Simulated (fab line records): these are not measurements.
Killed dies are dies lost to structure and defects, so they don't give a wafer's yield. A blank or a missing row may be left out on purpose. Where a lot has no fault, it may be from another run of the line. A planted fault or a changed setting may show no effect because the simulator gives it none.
Chamber matching / flow gf180mcu / GF_STI_CMP_25 on cmp-01: 4 sister chambers
The step polishes, stops on Si3N4, t overpolish 33 s, target thk 524.6 nm. 14 wafers are shown with their chamber, then 7 later ones without.

## EACH WAFER AND ITS CHAMBER
wafer=L192.1; chamber=3; motor-current-A (A)=10.9; slurry-flow-ml-min=149.6; time-to-endpoint-s (s)=132
wafer=L192.2; chamber=2; motor-current-A (A)=12.1; slurry-flow-ml-min=149.5; time-to-endpoint-s (s)=131
wafer=L192.3; chamber=0; motor-current-A (A)=12.4; slurry-flow-ml-min=150.3; time-to-endpoint-s (s)=134
wafer=L196.1; chamber=1; motor-current-A (A)=11.2; slurry-flow-ml-min=150.0; time-to-endpoint-s (s)=129
wafer=L196.3; chamber=0; motor-current-A (A)=12.5; slurry-flow-ml-min=149.6; time-to-endpoint-s (s)=133
wafer=L196.6; chamber=1; motor-current-A (A)=11.6; slurry-flow-ml-min=149.9; time-to-endpoint-s (s)=130
wafer=L197.3; chamber=2; motor-current-A (A)=12.2; slurry-flow-ml-min=150.3; time-to-endpoint-s (s)=125
wafer=L197.4; chamber=3; motor-current-A (A)=10.3; slurry-flow-ml-min=149.9; time-to-endpoint-s (s)=133
wafer=L197.6; chamber=0; motor-current-A (A)=11.9; slurry-flow-ml-min=150.0; time-to-endpoint-s (s)=130
wafer=L206.2; chamber=1; motor-current-A (A)=12.1; slurry-flow-ml-min=150.0; time-to-endpoint-s (s)=114
wafer=L206.4; chamber=2; motor-current-A (A)=11.9; slurry-flow-ml-min=150.5; time-to-endpoint-s (s)=117
wafer=L206.5; chamber=2; motor-current-A (A)=11.5; slurry-flow-ml-min=149.8; time-to-endpoint-s (s)=115
wafer=L207.1; chamber=3; motor-current-A (A)=10.5; slurry-flow-ml-min=148.5; time-to-endpoint-s (s)=121
wafer=L207.3; chamber=0; motor-current-A (A)=11.9; slurry-flow-ml-min=150.1; time-to-endpoint-s (s)=122

SIGNATURES (averages over the wafers above)
reading=motor-current-A; chamber 0=12.175; chamber 1=11.633; chamber 2=11.925; chamber 3=10.567; scatter within a chamber=0.345
reading=slurry-flow-ml-min; chamber 0=150.000; chamber 1=149.967; chamber 2=150.025; chamber 3=149.333; scatter within a chamber=0.445
reading=time-to-endpoint-s; chamber 0=129.75; chamber 1=124.33; chamber 2=122.00; chamber 3=128.67; scatter within a chamber=7.09
Rule: for a wafer and a chamber, the distance is found by dividing, reading by reading, the gap between the wafer's reading and the chamber's mean by the reading's scatter, squaring, summing and taking the root. The wafer belongs to the nearest chamber; if the next one is less than 2 further off, it can't be placed. How the scatter is found: for the shown wafers, subtract from each reading the mean of its chamber, square and add these, divide the total by (wafers less chambers), then take the root.

## WAFERS WHOSE CHAMBER IS MISSING
wafer=L207.6; motor-current-A (A)=12.7; slurry-flow-ml-min=150.4; time-to-endpoint-s (s)=120
wafer=L213.1; motor-current-A (A)=12.5; slurry-flow-ml-min=149.7; time-to-endpoint-s (s)=114
wafer=L213.3; motor-current-A (A)=10.4; slurry-flow-ml-min=150.9; time-to-endpoint-s (s)=120
wafer=L213.6; motor-current-A (A)=11.8; slurry-flow-ml-min=149.8; time-to-endpoint-s (s)=116
wafer=L214.1; motor-current-A (A)=11.9; slurry-flow-ml-min=149.0; time-to-endpoint-s (s)=117
wafer=L214.4; motor-current-A (A)=11.8; slurry-flow-ml-min=148.9; time-to-endpoint-s (s)=118
wafer=L214.6; motor-current-A (A)=10.5; slurry-flow-ml-min=149.9; time-to-endpoint-s (s)=121

## CHAMBER TAKEN BY EACH
wafer=L207.6; from the rows above=can't be placed: 0 or 2 or 1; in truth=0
wafer=L213.1; from the rows above=can't be placed: 2 or 0 or 1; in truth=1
wafer=L213.3; from the rows above=can't be placed: 3 or 1 or 2 or 0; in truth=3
wafer=L213.6; from the rows above=can't be placed: 2 or 1 or 0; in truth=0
wafer=L214.1; from the rows above=can't be placed: 2 or 1 or 0 or 3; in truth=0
wafer=L214.4; from the rows above=can't be placed: 1 or 2 or 0 or 3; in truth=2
wafer=L214.6; from the rows above=can't be placed: 3 or 1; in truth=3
Correct placement for 0 of the 7. From these rows, 7 cannot be placed; in 7 the true chamber is one of the candidates. Placed wrongly: 0.
